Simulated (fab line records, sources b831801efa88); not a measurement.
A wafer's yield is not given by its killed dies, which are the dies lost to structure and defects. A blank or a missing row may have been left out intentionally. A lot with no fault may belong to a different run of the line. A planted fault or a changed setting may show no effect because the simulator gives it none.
Which tool is to blame?	flow gf180mcu	36 wafers from 12 lots sampled at 5 of the route's 602 steps

== WHAT THE GAUGES SHOWED, per wafer ==
GF_M1_RS_MEAS_05: a four-point-probe measurement. Usual: M1_ALCU_RS typically reads 0.0692 ohm/sq, with standard deviation 0.00085.
lot	measured	on	M1_ALCU_RS (ohm/sq)	flag
L562	day 16 05:14	film-metro-01	0.0685 0.0690 0.0687	
L563	day 16 10:52	film-metro-04	0.0688 0.0689 0.0686	
L564	day 16 23:46	film-metro-04	0.0701 0.0711 0.0704	
L565	day 17 08:07	film-metro-04	0.0701 0.0697 0.0691	
L566	day 17 16:37	film-metro-04	0.0690 0.0699 0.0699	
L567	day 18 05:06	film-metro-04	0.0685 0.0690 0.0681	
L568	day 18 11:25	film-metro-03	0.0691 0.0689 0.0684	
L569	day 19 04:59	film-metro-04	0.0699 0.0705 0.0693	
L572	day 20 04:40	film-metro-03	0.0678 0.0696 0.0693	
L576	day 21 12:13	film-metro-04	0.0697 0.0689 0.0692	
L581	day 22 23:55	film-metro-04	0.0681 0.0682 0.0685	
L585	day 24 07:50	film-metro-04	0.0683 0.0681 0.0677	

== WHICH TOOL RAN EACH LOT (tool, then ch and the chambers of the sampled wafers, then the start) ==
lot	GF_VT_IMPLANT_COAT_24	GF_VT_IMPLANT_STRIP_31	GF_SAB_STRIP_13	GF_CONTACT_CVD_02
L562	litho-track-01 ch 0, day 6 12:37	plasma-asher-01 ch 0,1, day 6 20:41	plasma-asher-04 ch 0,1, day 15 04:15	pecvd-04 ch 0,1, day 15 05:10
L563	litho-track-04 ch 0, day 6 18:32	plasma-asher-01 ch 0,1, day 7 02:05	plasma-asher-04 ch 0,1, day 15 10:31	pecvd-02 ch 0,1,2, day 15 11:21
L564	litho-track-03 ch 0, day 7 03:59	plasma-asher-01 ch 0,1, day 7 12:08	plasma-asher-02 ch 0,1, day 15 22:16	pecvd-02 ch 1,2, day 15 23:05
L565	litho-track-01 ch 0, day 7 09:02	plasma-asher-02 ch 0,1, day 7 17:17	plasma-asher-02 ch 0,1, day 16 06:51	pecvd-02 ch 1,2, day 16 07:46
L566	litho-track-01 ch 0, day 7 15:19	plasma-asher-04 ch 0,1, day 7 23:23	plasma-asher-03 ch 0,1, day 16 15:01	pecvd-02 ch 0,1, day 16 15:49
L567	litho-track-04 ch 0, day 7 20:46	plasma-asher-01 ch 0,1, day 8 05:41	plasma-asher-02 ch 0,1, day 17 02:54	pecvd-04 ch 0,1,2, day 17 03:43
L568	litho-track-01 ch 0, day 8 07:23	plasma-asher-04 ch 0, day 8 15:24	plasma-asher-04 ch 0,1, day 17 09:01	pecvd-04 ch 0,1, day 17 09:50
L569	litho-track-04 ch 0, day 8 10:55	plasma-asher-04 ch 0,1, day 8 19:06	plasma-asher-02 ch 1, day 18 01:33	pecvd-02 ch 0,1, day 18 02:38
L572	litho-track-04 ch 0, day 9 07:08	plasma-asher-02 ch 0,1, day 9 15:56	plasma-asher-03 ch 0,1, day 19 01:14	pecvd-02 ch 1,2, day 19 02:04
L576	litho-track-04 ch 0, day 10 06:59	plasma-asher-01 ch 0,1, day 10 16:17	plasma-asher-02 ch 0,1, day 20 09:34	pecvd-03 ch 0,2, day 20 10:23
L581	litho-track-01 ch 0, day 11 15:27	plasma-asher-01 ch 0,1, day 12 00:58	plasma-asher-04 ch 0,1, day 21 21:09	pecvd-04 ch 1,2, day 21 21:57
L585	litho-track-03 ch 0, day 12 15:28	plasma-asher-04 ch 0,1, day 13 02:19	plasma-asher-03 ch 0, day 23 06:42	pecvd-02 ch 0,1,2, day 23 07:32
- GF_VT_IMPLANT_COAT_24: resist thk 1000 nm.
- GF_VT_IMPLANT_STRIP_31: strips in O2/N2.
- GF_SAB_STRIP_13: strips in O2/N2.
- GF_CONTACT_CVD_02: deposits SiO2 from TEOS, target thk 860 nm, time 95.992 s.

== AS READ BY THE TOOLS THEMSELVES (means over the sampled wafers that have a number; for cases with no such wafer, the mark the record gives instead) ==
GF_VT_IMPLANT_COAT_24. Usual: spin-speed-rpm at 3000.0 rpm, with a standard deviation of 2.3.
lot	tool	spin-speed-rpm (rpm)	flag
L562	litho-track-01	3001.7	
L563	litho-track-04	3000.4	
L564	litho-track-03	2999.3	
L565	litho-track-01	2999.9	
L566	litho-track-01	3001.3	
L567	litho-track-04	3001.1	
L568	litho-track-01	2999.5	
L569	litho-track-04	2997.1	
L572	litho-track-04	3480.1	OFF
L576	litho-track-04	3477.9	OFF
L581	litho-track-01	3000.0	
L585	litho-track-03	3000.0	

GF_VT_IMPLANT_STRIP_31. Usual: drypump-motor-current-A 5.72 A, standard deviation 0.25; heater-power-w 317 W, standard deviation 25; oes-product-au 0.716 a.u., standard deviation 0.0045; strip-time-to-endpoint-s 12.63 s, standard deviation 0.039.
lot	tool	drypump-motor-current-A (A)	heater-power-w (W)	oes-product-au (a.u.)	strip-time-to-endpoint-s (s)	flag
L562	plasma-asher-01	5.69	296	0.714	12.66	
L563	plasma-asher-01	5.71	301	0.717	12.57	
L564	plasma-asher-01	5.81	314	0.719	12.60	
L565	plasma-asher-02	5.93	315	0.716	12.69	
L566	plasma-asher-04	5.46	332	0.715	12.65	
L567	plasma-asher-01	5.83	315	0.718	12.58	
L568	plasma-asher-04	5.56	311	0.711	12.68	
L569	plasma-asher-04	5.36	355	0.717	12.60	
L572	plasma-asher-02	5.90	313	0.716	11.78	OFF
L576	plasma-asher-01	5.83	314	0.718	11.79	OFF
L581	plasma-asher-01	5.79	317	0.720	12.66	
L585	plasma-asher-04	5.46	333	0.716	12.64	

GF_SAB_STRIP_13. Usual: drypump-motor-current-A 5.62 A, standard deviation 0.28; heater-power-w 329 W, standard deviation 24; oes-product-au 0.710 a.u., standard deviation 0.0048; strip-time-to-endpoint-s 12.64 s, standard deviation 0.035.
lot	tool	drypump-motor-current-A (A)	heater-power-w (W)	oes-product-au (a.u.)	strip-time-to-endpoint-s (s)	flag
L562	plasma-asher-04	5.38	349	0.708	12.60	
L563	plasma-asher-04	5.37	348	0.707	12.57	
L564	plasma-asher-02	5.93	307	0.713	12.70	
L565	plasma-asher-02	5.76	314	0.710	12.61	
L566	plasma-asher-03	5.49	318	0.709	12.67	
L567	plasma-asher-02	5.79	316	0.711	12.69	
L568	plasma-asher-04	5.36	348	0.709	12.65	
L569	plasma-asher-02	6.06	306	0.712	12.66	
L572	plasma-asher-03	5.47	326	0.711	12.59	
L576	plasma-asher-02	5.78	326	0.710	12.63	
L581	plasma-asher-04	5.37	356	0.710	12.67	
L585	plasma-asher-03	5.78	327	0.714	12.64	

GF_CONTACT_CVD_02. Usual: heater-power-w at 669 W, with a standard deviation of 92.
lot	tool	heater-power-w (W)	flag
L562	pecvd-04	756	
L563	pecvd-02	685	
L564	pecvd-02	562	
L565	pecvd-02	636	
L566	pecvd-02	613	
L567	pecvd-04	682	
L568	pecvd-04	753	
L569	pecvd-02	678	
L572	pecvd-02	590	
L576	pecvd-03	526	
L581	pecvd-04	689	
L585	pecvd-02	658	

== THE ANSWER, worked out from the rows above alone ==
Rule: a lot counts as off when the mean over its wafers that have a number is more than 3 standard deviations away from the usual mean. A lot without any number at a reading at which 4 lots or more have one is off too. Where the step has rows for the other lots, those lots are counted as sound. First the gauges in route order, then the tools' own readings, where a lot's mean is used as printed above. The first step at which some lot is off is used, and at that step the reading that is off furthest; a lot without a number counts as furthest.
Off, at GF_VT_IMPLANT_COAT_24 on spin-speed-rpm: L572, L576.
A tool fits if, at that step or a process step before it, it ran every lot that is off, and no sound lot after the first of them. One fits: GF_VT_IMPLANT_COAT_24 on litho-track-04. A fault onset in the window from L569 (day 8 10:55, its last sound lot) to L572 (day 9 07:08, its first lot off) fits.
The tool's own readings at GF_VT_IMPLANT_COAT_24 bear it out: on the lots that are off they differ by more than 5 times the standard deviation of the sound lots' means. spin-speed-rpm reads 3479.0 rpm there against 3000.0 rpm on the sound lots.

== WHAT WAS PUT IN BY THE SIMULATOR ==
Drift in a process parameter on litho-track-04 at GF_VT_IMPLANT_COAT_24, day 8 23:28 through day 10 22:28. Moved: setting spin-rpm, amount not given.
Lots struck among those shown: L572, L576. The rule above reached the same finding.
